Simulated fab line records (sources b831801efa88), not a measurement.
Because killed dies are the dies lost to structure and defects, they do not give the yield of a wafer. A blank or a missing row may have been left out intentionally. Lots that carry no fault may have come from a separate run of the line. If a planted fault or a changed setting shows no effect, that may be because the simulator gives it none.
Which tool did it? | flow sky130 | 33 wafers sampled from 11 lots at 1 step of a route of 708

== WHAT THE GAUGES READ, wafer by wafer ==
SKY_SONOS_TUNNEL_CD_MEAS_07: the cd target is 410 nm.
lot  | measured     | on        | cd nm (nm)
L433 | day 11 06:30 | cd sem-01 | 414 412 412
L434 | day 11 11:39 | cd sem-02 | 406 407 409
L435 | day 11 23:43 | cd sem-01 | 405 403 403
L436 | day 12 06:36 | cd sem-02 | 411 411 412
L437 | day 12 17:31 | cd sem-01 | 412 411 410
L445 | day 15 13:16 | cd sem-02 | 408 408 408
L452 | day 17 18:15 | cd sem-01 | 409 410 411
L453 | day 18 01:11 | cd sem-01 | 411 408 410
L454 | day 18 11:55 | cd sem-02 | 410 411 411
L455 | day 18 19:02 | cd sem-02 | 412 412 414
L456 | day 19 02:01 | cd sem-02 | 405 405 405

== WHICH TOOL RAN EACH LOT (tool, then ch and the chambers of the sampled wafers, then the start) ==
Before these readings, the record contains no process step.

== THE ANSWER, worked out from the rows above alone ==
Rule: the usual values come from the lots themselves. The widest of any qualifying gaps counts: lots, ordered by their means at a reading, are off when they make up no more than a third of the lots, leave a main group of 4 or more, and stand apart from it by 3 or more times the standard deviation of that group's means. Not used: any main group whose means are identical at the precision the tables above print for the reading. A lot without any number at a reading at which 4 lots or more have one is off too. All remaining lots with rows at the step are treated as sound.
None of the lots is off at any reading shown; this tells nothing.

== WHAT THE SIMULATOR HAD INSERTED ==
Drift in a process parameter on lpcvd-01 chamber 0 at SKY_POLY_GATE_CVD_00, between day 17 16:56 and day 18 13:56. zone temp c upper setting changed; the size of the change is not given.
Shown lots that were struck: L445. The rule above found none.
